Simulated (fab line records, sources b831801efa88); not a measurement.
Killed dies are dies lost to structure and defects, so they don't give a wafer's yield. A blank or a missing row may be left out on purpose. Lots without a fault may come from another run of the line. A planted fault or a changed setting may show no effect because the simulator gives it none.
A struck lot beside a sound one | flow sky130 | 15 steps out of a route of 708
Sound: wafers L928.2, L928.3, L928.4. Struck: wafers L942.1, L942.2, L942.3. The cause comes at the end.
At each step with rows: each side's tool, then ch and its chambers, then its first start. Under that, the readings that differ: sound wafers | struck wafers | difference of the means | sigmas: that difference in standard deviations of wafers without a fault.
alike: readings whose means differ by less than 2 such deviations, and words and numbers that are the same on both sides. not compared: withheld readings, readings that some wafer has no value for, bounds like >300 that may hide the same value, and numbers for which the record gives no deviation and whose values overlap.
The two part at a step that has a row with sigmas, a row that says differs or no value, or rows on one side only. Numbers that don't overlap but have no deviation are shown without sigmas and don't part them. A reading that every wafer of one side lacks parts them only if that side has two wafers or more.

SKY_LDD_HVN_OVL_MEAS_07:
  sound on overlay-01, day 21 22:08; struck on overlay-01, day 27 00:08
  alike: LDD_HVN_OVL
then, 1 step without rows for these wafers: SKY_LDD_HVN_IMPLANT_08.
SKY_LDD_HVN_STRIP_09: strips in O2/N2.
  sound on plasma_asher-03 ch 0,1, day 21 22:19; struck on plasma_asher-01 ch 0,1, day 27 00:20
  alike: drypump_motor_current_A, oes_product_au, strip_time_to_endpoint_s
  not compared: rf_hours_counter_h
SKY_LDD_HVN_TW_MEAS_10:
  sound on film_metro-03, day 21 22:26; struck on film_metro-01, day 27 00:26
  reading    | sound          | struck         | difference | sigmas
  LDD_HVN_TW | 1440 1439 1443 | 1472 1472 1463 | +28        | +3
then, 7 steps without rows for these wafers: SKY_LDD_HVP_DEHYDRATE_00 (time 60 s); SKY_LDD_HVP_HMDS_01 (prime time 60 s); SKY_LDD_HVP_COAT_02 (resist thk 300 nm); SKY_LDD_HVP_SOFTBAKE_03 (time 60 s); SKY_LDD_HVP_EXPOSE_04 (exposes mask HVPTM, target cd 700 nm); SKY_LDD_HVP_PEB_05; SKY_LDD_HVP_DEVELOP_06 (develop time 60 s).
SKY_LDD_HVP_OVL_MEAS_07:
  sound on overlay-02, day 23 04:11; struck on overlay-02, day 28 05:38
  alike: LDD_HVP_OVL
SKY_LDD_HVP_IMPLANT_08:
  sound on implanter-03 ch 0, day 23 04:14; struck on implanter-03 ch 0, day 28 05:40
  reading                   | sound                | struck               | difference | sigmas
  beam_energy_keV           | 19.997 19.988 20.000 | 21.114 21.111 21.116 | +1.119     | +99 or more
  model.implant.rp_nm (nm)  | 62.09 62.09 62.09    | 67.5 67.5 67.5       | +5.4       |
  model.implant.drp_nm (nm) | 28.53 28.53 28.53    | 29.82 29.82 29.82    | +1.29      |
SKY_LDD_HVP_STRIP_09: strips in O2/N2.
  sound on plasma_asher-04 ch 0,1, day 23 04:22; struck on plasma_asher-03 ch 0,1, day 28 05:49
  alike: drypump_motor_current_A, oes_product_au, strip_time_to_endpoint_s
  not compared: rf_hours_counter_h
-- the record jumps here: 22 days lie between the struck wafers' starts before and after (it left off in module LDD_HVP and takes up again in module PAD_OPEN, whose first step shown is number 708 of the route) --
SKY_PAD_OPEN_PROBE_99:
  the record has rows for the struck wafers here (prober-01, day 50 02:21) and none for the sound ones

WHERE THEY PART
First at SKY_LDD_HVN_TW_MEAS_10; last, within this record, at SKY_PAD_OPEN_PROBE_99.

WHY: what the simulator had put in
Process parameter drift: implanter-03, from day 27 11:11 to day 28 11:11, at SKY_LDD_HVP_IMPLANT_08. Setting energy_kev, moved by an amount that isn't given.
